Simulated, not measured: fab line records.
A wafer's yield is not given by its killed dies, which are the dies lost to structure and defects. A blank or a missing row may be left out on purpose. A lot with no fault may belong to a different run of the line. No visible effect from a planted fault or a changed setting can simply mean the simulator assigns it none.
Which of the tools did it? :: flow gf180mcu :: 11 lots with 32 wafers sampled at 4 steps, on a route of 602 steps

WHAT THE GAUGES READ, wafer by wafer
GF_PSD_RS_MEAS_15: the measuring method here is four-point-probe.
lot: L719
measured: day 14 23:41
on: film_metro-04
PSD_RS (ohm/sq): 108.28 108.57 108.74

lot: L721
measured: day 15 19:12
on: film_metro-04
PSD_RS (ohm/sq): 108.74 108.81 108.91

lot: L722
measured: day 15 22:53
on: film_metro-02
PSD_RS (ohm/sq): 123.28 108.76 123.36 123.33 108.77 123.44

lot: L723
measured: day 16 10:11
on: film_metro-03
PSD_RS (ohm/sq): 108.59 108.69 108.62

lot: L725
measured: day 17 05:32
on: film_metro-02
PSD_RS (ohm/sq): 122.80 108.43 122.56 122.69 108.81 122.46

lot: L726
measured: day 17 11:35
on: film_metro-03
PSD_RS (ohm/sq): 108.24 123.04 108.32 122.61

lot: L733
measured: day 20 05:11
on: film_metro-03
PSD_RS (ohm/sq): 108.46 108.04 108.44

lot: L734
measured: day 20 20:26
on: film_metro-02
PSD_RS (ohm/sq): 108.13 108.29 108.28

lot: L737
measured: day 21 15:46
on: film_metro-04
PSD_RS (ohm/sq): 108.89 108.85 108.90

lot: L739
measured: day 22 03:05
on: film_metro-04
PSD_RS (ohm/sq): 108.96 109.02 108.88

lot: L740
measured: day 22 17:01
on: film_metro-03
PSD_RS (ohm/sq): 108.97 108.62 108.86

TOOL THAT RAN EACH LOT (tool first, then ch and the chambers of the sampled wafers, then the start)
lot: L719
GF_POLY_GATE_ETCH_12: rie_diel-03 ch 0,2,3, day 9 19:38
GF_PSD_IMPLANT_09: implanter-01 ch 0, day 14 23:08
GF_PSD_STRIP_10: plasma_asher-01 ch 0,1, day 14 23:17

lot: L721
GF_POLY_GATE_ETCH_12: rie_diel-04 ch 1,2,3, day 10 12:24
GF_PSD_IMPLANT_09: implanter-04 ch 0, day 15 18:38
GF_PSD_STRIP_10: plasma_asher-03 ch 0,1, day 15 18:47

lot: L722
GF_POLY_GATE_ETCH_12: rie_diel-03 ch 0,1,3, day 10 16:57
GF_PSD_IMPLANT_09: implanter-04 ch 0, day 15 21:14
GF_PSD_STRIP_10: plasma_asher-02 ch 0,1, day 15 21:23

lot: L723
GF_POLY_GATE_ETCH_12: rie_diel-01 ch 0,2,3, day 11 02:08
GF_PSD_IMPLANT_09: implanter-02 ch 0, day 16 09:38
GF_PSD_STRIP_10: plasma_asher-01 ch 0,1, day 16 09:46

lot: L725
GF_POLY_GATE_ETCH_12: rie_diel-01 ch 0,2,3, day 11 16:16
GF_PSD_IMPLANT_09: implanter-04 ch 0, day 17 01:21
GF_PSD_STRIP_10: plasma_asher-01 ch 0,1, day 17 01:30

lot: L726
GF_POLY_GATE_ETCH_12: rie_diel-03 ch 1, day 11 22:50
GF_PSD_IMPLANT_09: implanter-04 ch 0, day 17 09:22
GF_PSD_STRIP_10: plasma_asher-01 ch 0, day 17 09:28

lot: L733
GF_POLY_GATE_ETCH_12: rie_diel-03 ch 0,2, day 14 01:38
GF_PSD_IMPLANT_09: implanter-01 ch 0, day 20 04:38
GF_PSD_STRIP_10: plasma_asher-03 ch 0,1, day 20 04:46

lot: L734
GF_POLY_GATE_ETCH_12: rie_diel-03 ch 0,1,2, day 14 13:31
GF_PSD_IMPLANT_09: implanter-04 ch 0, day 20 19:52
GF_PSD_STRIP_10: plasma_asher-02 ch 0,1, day 20 20:01

lot: L737
GF_POLY_GATE_ETCH_12: rie_diel-03 ch 0,3, day 15 09:49
GF_PSD_IMPLANT_09: implanter-04 ch 0, day 21 15:13
GF_PSD_STRIP_10: plasma_asher-02 ch 0,1, day 21 15:20

lot: L739
GF_POLY_GATE_ETCH_12: rie_diel-01 ch 0,2, day 15 19:01
GF_PSD_IMPLANT_09: implanter-02 ch 0, day 22 02:31
GF_PSD_STRIP_10: plasma_asher-01 ch 0,1, day 22 02:40

lot: L740
GF_POLY_GATE_ETCH_12: rie_diel-04 ch 0,1,2, day 16 08:42
GF_PSD_IMPLANT_09: implanter-04 ch 0, day 22 16:28
GF_PSD_STRIP_10: plasma_asher-02 ch 0,1, day 22 16:35
- GF_POLY_GATE_ETCH_12: etches BARC in N2/H2.
- GF_PSD_IMPLANT_09
- GF_PSD_STRIP_10: strips in O2/N2.

THE ANSWER, worked out from the rows above alone
Rule: the lots themselves supply what counts as usual. Put in order of their means at a reading, lots are off if they are a third of the lots or fewer, leave a main group of 4 or more, and stand apart from it by a gap of 3 or more times the standard deviation of the main group's means; of several such gaps the widest counts. A main group is skipped when, at the precision printed for the reading in the tables above, its means are all equal. A lot without any number at a reading at which 4 lots or more have one is off too. All remaining lots with rows at the step are treated as sound.
Off: at GF_PSD_RS_MEAS_15 (PSD_RS), L722, L725, L726. The main group has a mean of 108.65 ohm/sq with a standard deviation of 0.25.
If a tool, at a process step before that reading, ran all the lots that are off and no sound lot after the first of them, it fits. Gauges at GF_PSD_RS_MEAS_15: tried the same way as those tools. Of those tried, none fits.

WHAT WAS PUT IN BY THE SIMULATOR
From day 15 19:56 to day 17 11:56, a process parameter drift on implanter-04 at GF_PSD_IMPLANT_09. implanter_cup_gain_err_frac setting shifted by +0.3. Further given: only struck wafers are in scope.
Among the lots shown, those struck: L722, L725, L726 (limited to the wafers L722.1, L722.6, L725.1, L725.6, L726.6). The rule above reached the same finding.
